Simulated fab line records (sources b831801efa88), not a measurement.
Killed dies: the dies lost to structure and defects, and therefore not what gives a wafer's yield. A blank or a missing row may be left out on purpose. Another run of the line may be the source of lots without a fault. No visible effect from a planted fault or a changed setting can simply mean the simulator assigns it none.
The tool behind it: which one? / flow gf180mcu / Sampling: 13 lots, 39 wafers, 2 of 602 route steps

WHAT THE GAUGES SHOWED, per wafer
GF_MIM_RS_MEAS_10: a four-point-probe measurement. Usual: MIM_ALCU_RS gives 0.1598 ohm/sq (standard deviation 0.0017).
lot=L460; measured=day 24 14:01; on=film metro-02; MIM_ALCU_RS (ohm/sq)=0.1579 0.1614 0.1578; flag=
lot=L461; measured=day 24 22:49; on=film metro-03; MIM_ALCU_RS (ohm/sq)=0.1568 0.1574 0.1617; flag=
lot=L462; measured=day 25 02:36; on=film metro-04; MIM_ALCU_RS (ohm/sq)=0.1602 0.1590 0.1614; flag=
lot=L468; measured=day 27 01:25; on=film metro-03; MIM_ALCU_RS (ohm/sq)=0.1588 0.1593 0.1599; flag=
lot=L469; measured=day 27 08:18; on=film metro-04; MIM_ALCU_RS (ohm/sq)=0.1583 0.1607 0.1592; flag=
lot=L472; measured=day 28 11:16; on=film metro-04; MIM_ALCU_RS (ohm/sq)=0.1597 0.1583 0.1579; flag=
lot=L473; measured=day 28 17:55; on=film metro-03; MIM_ALCU_RS (ohm/sq)=0.1619 0.1606 0.1609; flag=
lot=L474; measured=day 28 21:13; on=film metro-03; MIM_ALCU_RS (ohm/sq)=0.1627 0.1617 0.1613; flag=
lot=L477; measured=day 29 19:19; on=film metro-02; MIM_ALCU_RS (ohm/sq)=0.1580 0.1586 0.1591; flag=
lot=L479; measured=day 30 08:24; on=film metro-03; MIM_ALCU_RS (ohm/sq)=0.1605 0.1590 0.1603; flag=
lot=L480; measured=day 30 15:58; on=film metro-02; MIM_ALCU_RS (ohm/sq)=0.1597 0.1604 0.1607; flag=
lot=L481; measured=day 31 03:37; on=film metro-03; MIM_ALCU_RS (ohm/sq)=0.1589 0.1610 0.1601; flag=
lot=L482; measured=day 31 04:50; on=film metro-02; MIM_ALCU_RS (ohm/sq)=0.1610 0.1602 0.1589; flag=

TOOL THAT RAN EACH LOT (tool first, then ch and the chambers of the sampled wafers, then the start)
lot=L460; GF_MVSD_STRIP_10=plasma asher-02 ch 0,1, day 4 12:51
lot=L461; GF_MVSD_STRIP_10=plasma asher-04 ch 0,1, day 4 17:11
lot=L462; GF_MVSD_STRIP_10=plasma asher-02 ch 0,1, day 4 21:38
lot=L468; GF_MVSD_STRIP_10=plasma asher-02 ch 0,1, day 6 07:59
lot=L469; GF_MVSD_STRIP_10=plasma asher-02 ch 0,1, day 6 15:02
lot=L472; GF_MVSD_STRIP_10=plasma asher-01 ch 0, day 7 08:26
lot=L473; GF_MVSD_STRIP_10=plasma asher-04 ch 0,1, day 7 14:35
lot=L474; GF_MVSD_STRIP_10=plasma asher-01 ch 0,1, day 7 20:42
lot=L477; GF_MVSD_STRIP_10=plasma asher-04 ch 0,1, day 8 12:30
lot=L479; GF_MVSD_STRIP_10=plasma asher-02 ch 0,1, day 9 00:38
lot=L480; GF_MVSD_STRIP_10=plasma asher-01 ch 0,1, day 9 05:41
lot=L481; GF_MVSD_STRIP_10=plasma asher-04 ch 0,1, day 9 11:26
lot=L482; GF_MVSD_STRIP_10=plasma asher-02 ch 0,1, day 9 19:08
- GF_MVSD_STRIP_10: strips in O2/N2.

AS READ BY THE TOOLS THEMSELVES (means over the sampled wafers that have a number; for cases with no such wafer, the mark the record gives instead)
GF_MVSD_STRIP_10. Usual: drypump motor current A 5.5 A, standard deviation 0.45; heater power w 333 W, standard deviation 11; oes product au 0.723 a.u., standard deviation 0.0044; platen temp c 249.97 C, standard deviation 0.17; strip time to endpoint s 36.95 s, standard deviation 0.11.
lot=L460; tool=plasma asher-02; drypump motor current A (A)=5.6; heater power w (W)=336; oes product au (a.u.)=0.721; platen temp c (C)=249.69; strip time to endpoint s (s)=37.07; flag=
lot=L461; tool=plasma asher-04; drypump motor current A (A)=5.9; heater power w (W)=342; oes product au (a.u.)=0.721; platen temp c (C)=250.09; strip time to endpoint s (s)=36.96; flag=
lot=L462; tool=plasma asher-02; drypump motor current A (A)=5.6; heater power w (W)=339; oes product au (a.u.)=0.723; platen temp c (C)=250.04; strip time to endpoint s (s)=37.06; flag=
lot=L468; tool=plasma asher-02; drypump motor current A (A)=5.6; heater power w (W)=339; oes product au (a.u.)=0.723; platen temp c (C)=250.04; strip time to endpoint s (s)=36.99; flag=
lot=L469; tool=plasma asher-02; drypump motor current A (A)=5.6; heater power w (W)=340; oes product au (a.u.)=0.723; platen temp c (C)=249.97; strip time to endpoint s (s)=37.04; flag=
lot=L472; tool=plasma asher-01; drypump motor current A (A)=5.4; heater power w (W)=326; oes product au (a.u.)=0.725; platen temp c (C)=249.92; strip time to endpoint s (s)=37.07; flag=
lot=L473; tool=plasma asher-04; drypump motor current A (A)=5.9; heater power w (W)=344; oes product au (a.u.)=0.726; platen temp c (C)=250.01; strip time to endpoint s (s)=36.82; flag=
lot=L474; tool=plasma asher-01; drypump motor current A (A)=5.5; heater power w (W)=319; oes product au (a.u.)=0.722; platen temp c (C)=249.98; strip time to endpoint s (s)=36.94; flag=
lot=L477; tool=plasma asher-04; drypump motor current A (A)=5.6; heater power w (W)=337; oes product au (a.u.)=0.725; platen temp c (C)=249.98; strip time to endpoint s (s)=36.83; flag=
lot=L479; tool=plasma asher-02; drypump motor current A (A)=5.2; heater power w (W)=337; oes product au (a.u.)=0.725; platen temp c (C)=250.03; strip time to endpoint s (s)=37.06; flag=
lot=L480; tool=plasma asher-01; drypump motor current A (A)=5.5; heater power w (W)=321; oes product au (a.u.)=0.722; platen temp c (C)=249.92; strip time to endpoint s (s)=36.86; flag=
lot=L481; tool=plasma asher-04; drypump motor current A (A)=5.6; heater power w (W)=340; oes product au (a.u.)=0.726; platen temp c (C)=250.07; strip time to endpoint s (s)=37.07; flag=
lot=L482; tool=plasma asher-02; drypump motor current A (A)=5.2; heater power w (W)=331; oes product au (a.u.)=0.720; platen temp c (C)=249.91; strip time to endpoint s (s)=36.85; flag=

THE ANSWER, worked out from the rows above alone
Rule: lot off if the mean of its wafers having a number is beyond 3 standard deviations from the usual mean. Also off: a lot with no number at a reading for which 4 or more lots have one. Where the step has rows for the other lots, those lots are counted as sound. First the gauges in route order, then the tools' own readings, where a lot's mean is used as printed above. The first step at which some lot is off is used, and at that step the reading that is off furthest; a lot without a number counts as furthest.
Nothing can be told from this: no lot is off at any reading shown.

WHAT HAD BEEN PUT IN BY THE SIMULATOR
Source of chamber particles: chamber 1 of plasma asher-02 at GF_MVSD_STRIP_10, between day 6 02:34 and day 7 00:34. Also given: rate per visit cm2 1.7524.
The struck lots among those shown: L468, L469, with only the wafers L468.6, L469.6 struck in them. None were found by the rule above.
